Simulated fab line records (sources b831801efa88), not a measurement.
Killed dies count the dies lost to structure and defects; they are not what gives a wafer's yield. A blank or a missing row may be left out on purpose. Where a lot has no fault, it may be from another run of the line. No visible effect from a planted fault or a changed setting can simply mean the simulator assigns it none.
Problem report in the 8D (eight disciplines) form, filled by code	flow gf180mcu	the parts of the form that need people (team, actions taken, sign-off) are left out

## 1. THE PROBLEM
Across 9 wafers from 3 lots, VT_IMPLANT_2_TW at GF_VT_IMPLANT_TW_MEAS_21 averages 30, while fault-free wafers read 1218 with a standard deviation of 14. Measured from the usual mean, that is -85 standard deviations.
First seen on wafer L405.1, day 7 06:27, on film-metro-01. Wafers with a number at this step in the record: 42, from 14 lots. Rule for "out" (also "out of limits"): further than 4 standard deviations from the usual mean. All remaining wafers that have a number are taken as sound.

## 2. WHAT IT IS, AND WHAT IT ISN'T
question	is	is not
which readings at this step	VT_IMPLANT_2_TW	-
which lots	L405, L408, L411	L401, L402, L404, L409, L413, L418, L419, L420, L421, L422, L424
which wafers of those lots	all that have a number	-
read on which gauges	film-metro-01, film-metro-03	film-metro-02
when	from day 7 06:27	up to then (9 sound wafers); but 24 sound wafers of L409, L413, L418, L419, L420, L421, L422, L424 came after

## 3. SUSPECTS, AND WHAT RULES EACH OUT
Counting: a tool at a process step up to the reading stays a suspect if it ran every lot that is out and no sound lot after the first of them.
- ruled out: the gauge at GF_VT_IMPLANT_TW_MEAS_21. The wafers that are out were read on 2 gauges (film-metro-01, film-metro-03).
- litho-track-01 at GF_VT_IMPLANT_DEVELOP_17 (develop time 60 s): ruled out as a lasting fault. After its first lot that is out, L405 (day 7 06:01), sound lots L421, L424 ran on it.
Left after counting: nothing in the record.

## 4. THE CAUSE (what the simulator had put in)
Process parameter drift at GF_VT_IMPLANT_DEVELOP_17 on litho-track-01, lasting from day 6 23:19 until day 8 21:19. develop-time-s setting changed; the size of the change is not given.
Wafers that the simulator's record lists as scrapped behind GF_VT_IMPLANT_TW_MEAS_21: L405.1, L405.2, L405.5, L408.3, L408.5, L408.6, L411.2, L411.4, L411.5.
The count ruled it out by mistake, since the rule takes a fault to strike every lot its tool runs from the start of the fault on, and this one did not do so.

## 5. THE CHAIN OF EFFECTS, in route order
Rows list readings where the struck wafers' mean (over those with a number) sits beyond 3 standard deviations from the usual. Only readings whose record carries a usual standard deviation are examined. hours: median over the lots of the time between each lot's start at the first step of this table that gives one and its start at this step. sigmas: the change, counted in usual standard deviations.
hours	step	reading	usual	on struck wafers	change	sigmas
0	GF_VT_IMPLANT_TW_MEAS_21	VT_IMPLANT_2_TW	1218	30	-1188	-85
Readings that are blank on the struck wafers while sound wafers have them: VT_IMPLANT_01_OVL at GF_VT_IMPLANT_OVL_MEAS_18.

## 6. HOW IT WOULD HAVE BEEN CAUGHT EARLIER
7 hours passed between the start of the fault at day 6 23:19 and the first reading out of limits at a measuring or inspecting step in this record, taken at day 7 06:27.
Between GF_VT_IMPLANT_DEVELOP_17 and GF_VT_IMPLANT_TW_MEAS_21, GF_VT_IMPLANT_OVL_MEAS_18 gave no VT_IMPLANT_01_OVL on the struck wafers, where sound wafers have one: a measuring or inspecting step that comes back empty is itself a sign.
